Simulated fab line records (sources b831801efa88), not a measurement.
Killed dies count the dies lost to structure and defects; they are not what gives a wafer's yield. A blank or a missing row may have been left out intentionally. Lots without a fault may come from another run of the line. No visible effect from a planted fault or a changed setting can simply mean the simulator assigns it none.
The tool behind it: which one?    flow sky130    24 lots with 72 wafers sampled at 6 steps, on a route of 708 steps

WHAT THE GAUGES SHOWED, per wafer
SKY_VIA2_THK_MEAS_23: measures by xrf. Usual: for VIA2_W_THK the level is 432 nm and the standard deviation is 10.
lot   measured      on             VIA2_W_THK (nm)  flag
L074  day 36 10:01  film_metro-01  424 436 430      
L075  day 36 10:04  film_metro-03  420 434 420      
L076  day 36 20:49  film_metro-03  421 424 420      
L077  day 37 17:34  film_metro-03  422 446 443      
L078  day 38 09:05  film_metro-02  440 459 439      
L079  day 38 12:32  film_metro-03  421 417 421      
L080  day 38 14:58  film_metro-01  428 415 422      
L081  day 39 00:59  film_metro-02  432 435 451      
L082  day 39 11:31  film_metro-03  422 424 422      
L083  day 39 18:40  film_metro-01  430 430 435      
L084  day 39 19:16  film_metro-02  447 442 439      
L085  day 40 14:33  film_metro-03  432 434 429      
L087  day 40 15:40  film_metro-01  425 428 418      
L086  day 40 15:21  film_metro-01  422 416 411      
L088  day 40 22:21  film_metro-02  438 447 454      
L089  day 41 00:34  film_metro-02  439 434 436      
L090  day 41 05:52  film_metro-01  435 427 436      
L091  day 41 15:57  film_metro-02  438 434 429      
L092  day 41 19:52  film_metro-03  418 424 437      
L093  day 41 22:22  film_metro-02  439 439 453      
L094  day 42 13:35  film_metro-01  434 445 429      
L095  day 42 19:51  film_metro-01  440 439 429      
L096  day 43 02:08  film_metro-01  433 429 430      
L097  day 43 11:12  film_metro-01  433 443 431      

SKY_PASSIVATION_THK_MEAS_01. Usual: for PASSIVATION_CVD_00_THK the level is 90.3 nm and the standard deviation is 1.1.
lot   measured      on             PASSIVATION_CVD_00_THK (nm)  flag
L074  day 43 22:35  film_metro-02  90.4 91.6 93.2               
L075  day 43 22:34  film_metro-04  88.5 90.2 91.2               
L076  day 44 04:56  film_metro-03  89.1 89.5 90.8               
L077  day 44 23:13  film_metro-03  89.5 90.3 91.3               
L078  day 45 14:37  film_metro-03  90.0 90.7 91.1               
L079  day 45 17:14  film_metro-03  90.5 92.0 93.3               
L080  day 45 20:24  film_metro-03  89.8 88.6 91.3               
L081  day 46 01:26  film_metro-04  92.5 92.0 92.5               
L082  day 46 11:38  film_metro-03  91.1 89.0 91.0               
L083  day 46 20:09  film_metro-02  90.3 90.8 91.2               
L084  day 46 20:15  film_metro-03  89.9 89.3 91.1               
L085  day 47 10:52  film_metro-02  91.3 91.3 89.5               
L087  day 47 13:37  film_metro-03  89.5 89.9 91.5               
L086  day 47 13:00  film_metro-04  88.3 90.4 89.2               
L088  day 47 17:08  film_metro-04  90.1 89.4 89.7               
L089  day 47 19:18  film_metro-02  89.8 90.3 90.9               
L090  day 47 21:23  film_metro-02  87.7 89.2 89.8               
L091  day 48 08:09  film_metro-04  89.7 90.1 89.9               
L092  day 48 11:35  film_metro-02  88.8 91.2 90.6               
L093  day 48 14:32  film_metro-03  90.4 92.8 90.6               
L094  day 49 00:14  film_metro-02  90.7 91.8 92.0               
L095  day 49 07:44  film_metro-02  88.1 89.0 91.7               
L096  day 49 10:10  film_metro-02  88.9 90.5 89.6               
L097  day 49 17:24  film_metro-04  90.7 90.5 91.6               

TOOL THAT RAN EACH LOT (tool first, then ch and the chambers of the sampled wafers, then the start)
lot   SKY_METAL1_ETCH_18                 SKY_VIA2_STRIP_16                     SKY_METAL3_SPUTTER_01         SKY_METAL3_SPUTTER_03
L074  rie_metal-04 ch 0,1, day 32 19:37  plasma_asher-01 ch 0,1, day 36 09:05  pvd_sputter-04, day 36 10:23  pvd_sputter-04, day 36 10:26
L075  rie_metal-02 ch 0,1, day 32 21:12  plasma_asher-02 ch 0,1, day 36 09:11  pvd_sputter-01, day 36 10:41  pvd_sputter-01, day 36 10:44
L076  rie_metal-02 ch 0, day 33 08:23    plasma_asher-01 ch 0,1, day 36 19:55  pvd_sputter-04, day 36 21:14  pvd_sputter-04, day 36 21:17
L077  rie_metal-02 ch 0,1, day 34 05:23  plasma_asher-03 ch 0,1, day 37 16:40  pvd_sputter-02, day 37 17:59  pvd_sputter-02, day 37 18:03
L078  rie_metal-04 ch 0,1, day 34 21:59  plasma_asher-01 ch 0,1, day 38 08:10  pvd_sputter-01, day 38 09:28  pvd_sputter-01, day 38 09:32
L079  rie_metal-02 ch 0,1, day 35 00:47  plasma_asher-02 ch 0,1, day 38 11:36  pvd_sputter-04, day 38 12:56  pvd_sputter-04, day 38 12:59
L080  rie_metal-02 ch 0,1, day 35 03:14  plasma_asher-03 ch 0,1, day 38 14:04  pvd_sputter-01, day 38 15:21  pvd_sputter-01, day 38 15:25
L081  rie_metal-04 ch 0, day 35 14:14    plasma_asher-03 ch 0,1, day 39 00:01  pvd_sputter-01, day 39 01:22  pvd_sputter-01, day 39 01:26
L082  rie_metal-02 ch 0,1, day 36 00:44  plasma_asher-03 ch 0,1, day 39 10:16  pvd_sputter-02, day 39 11:54  pvd_sputter-02, day 39 11:58
L083  rie_metal-03 ch 0,1, day 36 07:50  plasma_asher-03 ch 0,1, day 39 17:13  pvd_sputter-04, day 39 19:03  pvd_sputter-04, day 39 19:07
L084  rie_metal-04 ch 0,1, day 36 09:26  plasma_asher-03 ch 0,1, day 39 18:13  pvd_sputter-01, day 39 19:38  pvd_sputter-01, day 39 19:42
L085  rie_metal-02 ch 0,1, day 37 05:07  plasma_asher-02 ch 0,1, day 40 13:36  pvd_sputter-01, day 40 14:54  pvd_sputter-01, day 40 14:58
L087  rie_metal-04 ch 0,1, day 37 06:08  plasma_asher-01 ch 0,1, day 40 14:43  pvd_sputter-01, day 40 16:03  pvd_sputter-01, day 40 16:07
L086  rie_metal-03 ch 0,1, day 37 06:36  plasma_asher-02 ch 0,1, day 40 14:24  pvd_sputter-04, day 40 15:43  pvd_sputter-04, day 40 15:47
L088  rie_metal-02 ch 0,1, day 37 14:38  plasma_asher-03 ch 0,1, day 40 21:25  pvd_sputter-02, day 40 22:44  pvd_sputter-02, day 40 22:47
L089  rie_metal-04 ch 0,1, day 37 16:26  plasma_asher-02 ch 1, day 40 23:39    pvd_sputter-02, day 41 00:56  pvd_sputter-02, day 41 01:00
L090  rie_metal-02 ch 0,1, day 37 22:41  plasma_asher-01 ch 0,1, day 41 04:57  pvd_sputter-04, day 41 06:14  pvd_sputter-04, day 41 06:19
L091  rie_metal-04 ch 0,1, day 38 09:02  plasma_asher-01 ch 0, day 41 15:01    pvd_sputter-01, day 41 16:19  pvd_sputter-01, day 41 16:23
L092  rie_metal-04 ch 0,1, day 38 12:59  plasma_asher-01 ch 0,1, day 41 18:55  pvd_sputter-04, day 41 20:14  pvd_sputter-04, day 41 20:19
L093  rie_metal-03 ch 1, day 38 17:11    plasma_asher-03 ch 0,1, day 41 21:25  pvd_sputter-04, day 41 22:55  pvd_sputter-04, day 41 22:59
L094  rie_metal-02 ch 0,1, day 39 08:11  plasma_asher-03 ch 0, day 42 12:40    pvd_sputter-02, day 42 13:57  pvd_sputter-02, day 42 14:01
L095  rie_metal-02 ch 1, day 39 13:59    plasma_asher-03 ch 0,1, day 42 18:57  pvd_sputter-02, day 42 20:14  pvd_sputter-02, day 42 20:18
L096  rie_metal-04 ch 0,1, day 39 21:25  plasma_asher-02 ch 0,1, day 43 01:15  pvd_sputter-04, day 43 02:30  pvd_sputter-04, day 43 02:34
L097  rie_metal-04 ch 0,1, day 40 07:27  plasma_asher-02 ch 0,1, day 43 10:18  pvd_sputter-01, day 43 11:33  pvd_sputter-01, day 43 11:37
- SKY_METAL1_ETCH_18: etches BARC in N2/H2, stops on SiO2, time 45.9 s, target depth 60 nm.
- SKY_VIA2_STRIP_16: strips in O2/N2.
- SKY_METAL3_SPUTTER_01: material TiN, target thk 20 nm, time 16.7 s.
- SKY_METAL3_SPUTTER_03: material Ti, target thk 5 nm, time 3.3 s.

WHAT THE TOOLS THEMSELVES READ (means of the sampled wafers that have a number; where no wafer has one, the mark that the record gives instead)
SKY_METAL1_ETCH_18. Usual: chamber_pressure_mTorr 29.997 mTorr, standard deviation 0.026; drypump_motor_current_A 5.70 A, standard deviation 0.28; oes_product_au 0.855 a.u., standard deviation 0.0047; throttle_valve_pct 13.224 %, standard deviation 0.0088.
lot   tool          chamber_pressure_mTorr (mTorr)  drypump_motor_current_A (A)  oes_product_au (a.u.)  throttle_valve_pct (%)  flag
L074  rie_metal-04  30.003                          5.59                         0.850                  13.229                  
L075  rie_metal-02  29.971                          5.83                         0.852                  13.217                  
L076  rie_metal-02  29.986                          5.76                         0.857                  13.221                  
L077  rie_metal-02  29.989                          5.83                         0.862                  13.221                  
L078  rie_metal-04  30.011                          5.60                         0.851                  13.227                  
L079  rie_metal-02  30.013                          5.83                         0.855                  13.229                  
L080  rie_metal-02  29.999                          5.81                         0.856                  13.218                  
L081  rie_metal-04  29.965                          5.19                         0.856                  13.233                  
L082  rie_metal-02  29.988                          5.87                         0.855                  13.228                  
L083  rie_metal-03  29.978                          5.88                         0.856                  13.225                  
L084  rie_metal-04  30.001                          5.39                         0.856                  13.230                  
L085  rie_metal-02  30.002                          5.88                         0.851                  13.220                  
L087  rie_metal-04  29.989                          5.40                         0.853                  13.223                  
L086  rie_metal-03  30.015                          5.79                         0.856                  13.223                  
L088  rie_metal-02  29.999                          5.86                         0.854                  13.222                  
L089  rie_metal-04  30.000                          5.58                         0.855                  13.223                  
L090  rie_metal-02  29.977                          5.83                         0.856                  13.222                  
L091  rie_metal-04  29.982                          5.58                         0.856                  13.232                  
L092  rie_metal-04  30.011                          5.59                         0.856                  13.219                  
L093  rie_metal-03  30.000                          5.71                         0.855                  13.222                  
L094  rie_metal-02  29.957                          5.87                         0.854                  13.225                  
L095  rie_metal-02  29.980                          5.95                         0.860                  13.225                  
L096  rie_metal-04  30.001                          5.59                         0.853                  13.228                  
L097  rie_metal-04  30.000                          5.38                         0.854                  13.229                  

SKY_VIA2_STRIP_16. Usual: chamber_pressure_mTorr 1500.1 mTorr, standard deviation 1.3; drypump_motor_current_A 5.5 A, standard deviation 0.46; oes_product_au 0.402 a.u., standard deviation 0.0046; strip_time_to_endpoint_s 4.134 s, standard deviation 0.028.
lot   tool             chamber_pressure_mTorr (mTorr)  drypump_motor_current_A (A)  oes_product_au (a.u.)  strip_time_to_endpoint_s (s)  flag
L074  plasma_asher-01  1501.2                          5.4                          0.401                  4.131                         
L075  plasma_asher-02  1500.5                          6.1                          0.401                  4.149                         
L076  plasma_asher-01  1499.8                          5.3                          0.405                  4.148                         
L077  plasma_asher-03  1500.4                          5.3                          0.401                  4.149                         
L078  plasma_asher-01  1501.3                          5.4                          0.401                  4.136                         
L079  plasma_asher-02  1500.1                          6.0                          0.396                  4.125                         
L080  plasma_asher-03  1499.7                          5.3                          0.400                  4.115                         
L081  plasma_asher-03  1500.0                          5.3                          0.401                  4.133                         
L082  plasma_asher-03  1499.8                          5.3                          0.402                  4.118                         
L083  plasma_asher-03  1501.2                          5.3                          0.399                  4.073                         
L084  plasma_asher-03  1499.1                          5.3                          0.403                  4.119                         
L085  plasma_asher-02  1500.5                          6.0                          0.399                  4.134                         
L087  plasma_asher-01  1500.5                          5.4                          0.405                  4.121                         
L086  plasma_asher-02  1500.0                          6.0                          0.406                  4.144                         
L088  plasma_asher-03  1499.6                          5.3                          0.402                  4.143                         
L089  plasma_asher-02  1499.6                          6.1                          0.404                  4.163                         
L090  plasma_asher-01  1500.5                          5.4                          0.402                  4.134                         
L091  plasma_asher-01  1500.7                          5.5                          0.402                  4.148                         
L092  plasma_asher-01  1501.6                          5.4                          0.405                  4.151                         
L093  plasma_asher-03  1500.1                          5.0                          0.401                  4.148                         
L094  plasma_asher-03  1499.7                          4.8                          0.405                  4.132                         
L095  plasma_asher-03  1500.3                          5.3                          0.399                  4.184                         
L096  plasma_asher-02  1502.0                          6.0                          0.403                  4.109                         
L097  plasma_asher-02  1498.7                          6.1                          0.406                  4.135                         

SKY_METAL3_SPUTTER_01. Usual: 29.7 % for throttle_valve_pct, sd 1.
lot   tool            throttle_valve_pct (%)  flag
L074  pvd_sputter-04  29.1                    
L075  pvd_sputter-01  30.2                    
L076  pvd_sputter-04  28.5                    
L077  pvd_sputter-02  29.5                    
L078  pvd_sputter-01  30.7                    
L079  pvd_sputter-04  28.7                    
L080  pvd_sputter-01  30.8                    
L081  pvd_sputter-01  30.9                    
L082  pvd_sputter-02  30.1                    
L083  pvd_sputter-04  28.4                    
L084  pvd_sputter-01  30.2                    
L085  pvd_sputter-01  30.2                    
L087  pvd_sputter-01  29.9                    
L086  pvd_sputter-04  28.0                    
L088  pvd_sputter-02  29.8                    
L089  pvd_sputter-02  30.6                    
L090  pvd_sputter-04  28.4                    
L091  pvd_sputter-01  30.2                    
L092  pvd_sputter-04  29.2                    
L093  pvd_sputter-04  28.2                    
L094  pvd_sputter-02  29.2                    
L095  pvd_sputter-02  29.2                    
L096  pvd_sputter-04  28.9                    
L097  pvd_sputter-01  30.7                    

SKY_METAL3_SPUTTER_03. Usual: 29.7 % for throttle_valve_pct, sd 1.1.
lot   tool            throttle_valve_pct (%)  flag
L074  pvd_sputter-04  29.0                    
L075  pvd_sputter-01  30.3                    
L076  pvd_sputter-04  28.3                    
L077  pvd_sputter-02  29.3                    
L078  pvd_sputter-01  30.8                    
L079  pvd_sputter-04  28.7                    
L080  pvd_sputter-01  30.8                    
L081  pvd_sputter-01  30.9                    
L082  pvd_sputter-02  30.2                    
L083  pvd_sputter-04  28.3                    
L084  pvd_sputter-01  30.2                    
L085  pvd_sputter-01  30.2                    
L087  pvd_sputter-01  29.8                    
L086  pvd_sputter-04  28.0                    
L088  pvd_sputter-02  29.5                    
L089  pvd_sputter-02  30.6                    
L090  pvd_sputter-04  28.6                    
L091  pvd_sputter-01  30.2                    
L092  pvd_sputter-04  29.4                    
L093  pvd_sputter-04  28.2                    
L094  pvd_sputter-02  29.4                    
L095  pvd_sputter-02  29.1                    
L096  pvd_sputter-04  28.8                    
L097  pvd_sputter-01  30.9                    

THE ANSWER, worked out from the rows above alone
Rule: take the mean of a lot's wafers that have a number; if it is more than 3 standard deviations from the usual mean, the lot is off. Also off: a lot with no number at a reading for which 4 or more lots have one. All remaining lots with rows at the step are treated as sound. First the gauges in route order, then the tools' own readings, where a lot's mean is used as printed above. At the first step where some lot is off, the reading lying furthest off is the one used; lots without a number count as furthest.
Across all readings shown, no lot is off: no conclusion can be drawn from this.

WHAT THE SIMULATOR HAD INSERTED
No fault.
